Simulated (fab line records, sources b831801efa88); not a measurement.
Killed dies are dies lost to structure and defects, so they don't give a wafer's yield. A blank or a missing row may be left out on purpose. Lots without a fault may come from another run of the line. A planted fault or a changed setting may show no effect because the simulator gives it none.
Which tool did it? | flow sky130 | 24 lots, 72 wafers sampled, at 3 steps of a route of 708

WHAT THE GAUGES READ, wafer by wafer
SKY_VT_ADJUST_HVTR_OVL_MEAS_08.
lot  | measured     | on         | VT_ADJUST_HVTR_OVL (nm)
L074 | day 9 07:06  | overlay-02 | 2.3 1.7 -1.1
L075 | day 9 17:41  | overlay-02 | 2.1 2.1 1.5
L076 | day 10 01:14 | overlay-01 | -0.9 -0.4 3.1
L077 | day 10 08:51 | overlay-01 | -2.7 -2.6 -1.4
L078 | day 10 16:54 | overlay-01 | 0.9 -0.6 -0.4
L079 | day 10 21:47 | overlay-01 | 0.0 -2.0 0.7
L080 | day 11 09:11 | overlay-02 | 2.9 3.9 0.8
L081 | day 11 13:14 | overlay-01 | 1.7 -0.3 0.4
L082 | day 12 02:13 | overlay-02 | 0.4 -0.9 -0.4
L083 | day 12 08:41 | overlay-01 | 0.2 1.0 -0.1
L084 | day 12 12:33 | overlay-02 | 1.8 1.1 0.8
L085 | day 12 22:26 | overlay-01 | -0.4 -0.4 -2.0
L086 | day 13 03:15 | overlay-01 | 2.0 -0.3 2.9
L087 | day 13 14:22 | overlay-01 | -0.4 -0.4 1.7
L088 | day 14 00:07 | overlay-02 | 1.5 2.0 1.4
L089 | day 14 02:05 | overlay-01 | 2.5 1.7 3.0
L090 | day 14 11:15 | overlay-01 | 0.9 2.8 2.2
L091 | day 14 14:56 | overlay-01 | 1.9 0.8 1.1
L092 | day 14 21:08 | overlay-01 | -0.4 0.2 0.5
L093 | day 15 07:22 | overlay-01 | 2.1 0.5 -1.1
L094 | day 15 14:39 | overlay-01 | 0.4 2.6 0.8
L095 | day 15 22:14 | overlay-01 | 0.2 -1.1 0.7
L096 | day 16 02:30 | overlay-02 | -1.0 2.0 0.9
L097 | day 16 11:08 | overlay-01 | -1.0 0.2 0.1

SKY_LDD_P_TW_MEAS_11.
lot  | measured     | on            | LDD_P_TW
L074 | day 18 20:20 | film_metro-02 | 649 648 648
L075 | day 19 07:29 | film_metro-04 | 637 639 638
L076 | day 19 14:14 | film_metro-02 | 651 656 652
L077 | day 20 03:17 | film_metro-03 | 633 637 636
L078 | day 20 11:44 | film_metro-03 | 636 639 639
L079 | day 20 19:05 | film_metro-03 | 637 635 640
L080 | day 21 12:23 | film_metro-04 | 637 637 635
L081 | day 21 17:23 | film_metro-04 | 636 637 634
L082 | day 22 04:31 | film_metro-03 | 636 637 639
L083 | day 22 12:35 | film_metro-02 | 654 649 652
L084 | day 22 21:05 | film_metro-02 | 646 650 654
L085 | day 23 06:31 | film_metro-02 | 649 647 645
L086 | day 23 17:14 | film_metro-04 | 634 630 634
L087 | day 24 05:01 | film_metro-03 | 636 635 636
L088 | day 24 13:09 | film_metro-02 | 645 646 647
L089 | day 24 12:50 | film_metro-04 | 631 631 634
L090 | day 25 09:35 | film_metro-04 | 629 627 634
L091 | day 25 09:11 | film_metro-02 | 654 653 650
L092 | day 25 10:14 | film_metro-02 | 651 650 650
L093 | day 25 20:30 | film_metro-04 | 631 631 627
L094 | day 26 03:11 | film_metro-02 | 648 650 646
L095 | day 26 14:14 | film_metro-03 | 633 635 638
L096 | day 26 19:29 | film_metro-02 | 651 651 652
L097 | day 27 02:50 | film_metro-04 | 635 637 640

SKY_LDD_LDN_OVL_MEAS_07.
lot  | measured     | on         | LDD_LDN_OVL (nm)
L074 | day 22 15:29 | overlay-01 | -2.4 -1.2 -2.2
L075 | day 23 04:02 | overlay-01 | -1.0 1.0 -1.6
L076 | day 23 08:19 | overlay-01 | -3.4 -1.4 -1.1
L077 | day 23 21:56 | overlay-02 | 0.5 -0.9 0.7
L078 | day 24 07:38 | overlay-02 | 0.4 1.2 1.4
L079 | day 24 12:55 | overlay-01 | -0.6 -0.4 -1.3
L080 | day 25 06:01 | overlay-01 | 0.1 -2.8 -2.1
L081 | day 25 11:37 | overlay-02 | 1.1 0.2 0.8
L082 | day 25 20:59 | overlay-02 | 2.5 0.1 -0.1
L083 | day 26 04:37 | overlay-01 | -0.4 0.1 -0.1
L084 | day 26 12:56 | overlay-01 | -2.3 0.0 -3.0
L085 | day 26 22:13 | overlay-01 | -2.6 -0.1 -2.3
L086 | day 27 07:47 | overlay-02 | -3.2 -2.6 -1.0
L087 | day 27 20:23 | overlay-02 | -1.3 0.9 -1.8
L088 | day 28 03:38 | overlay-02 | 0.9 1.5 1.4
L089 | day 28 02:49 | overlay-02 | -0.5 -0.2 0.4
L090 | day 29 00:02 | overlay-01 | -1.3 -0.9 -1.0
L091 | day 28 22:46 | overlay-02 | -1.5 0.5 -1.0
L092 | day 29 00:20 | overlay-02 | -0.1 2.1 0.3
L093 | day 29 09:41 | overlay-02 | 1.5 0.3 -0.1
L094 | day 29 15:14 | overlay-01 | -1.6 -1.0 -2.5
L095 | day 30 01:58 | overlay-02 | 0.0 0.4 -0.1
L096 | day 30 08:16 | overlay-01 | 1.1 -1.8 0.9
L097 | day 30 14:28 | overlay-02 | -0.2 1.0 0.3

WHICH TOOL RAN EACH LOT (tool, then ch and the chambers of the sampled wafers, then the start)
The record holds no process step before these readings.

WHAT THE TOOLS THEMSELVES READ (means of the sampled wafers that have a number; where no wafer has one, the mark that the record gives instead)
The record holds no such reading with a usual standard deviation.

THE ANSWER, worked out from the rows above alone
Rule: what is usual is taken from the lots themselves. Put in order of their means at a reading, lots are off if they are a third of the lots or fewer, leave a main group of 4 or more, and stand apart from it by a gap of 3 or more times the standard deviation of the main group's means; of several such gaps the widest counts. A main group whose means are all the same, to the digits that the tables above print for the reading, isn't used. A lot without any number at a reading at which 4 lots or more have one is off too. The other lots that the step has rows for count as sound. The gauges are gone through in route order, then the tools' own readings, and for those a lot's mean is taken as printed above. The first step at which some lot is off is used, and at that step the reading that is off furthest; a lot without a number counts as furthest.
No lot is off at any reading shown: from this, nothing can be told.

WHAT THE SIMULATOR HAD PUT IN
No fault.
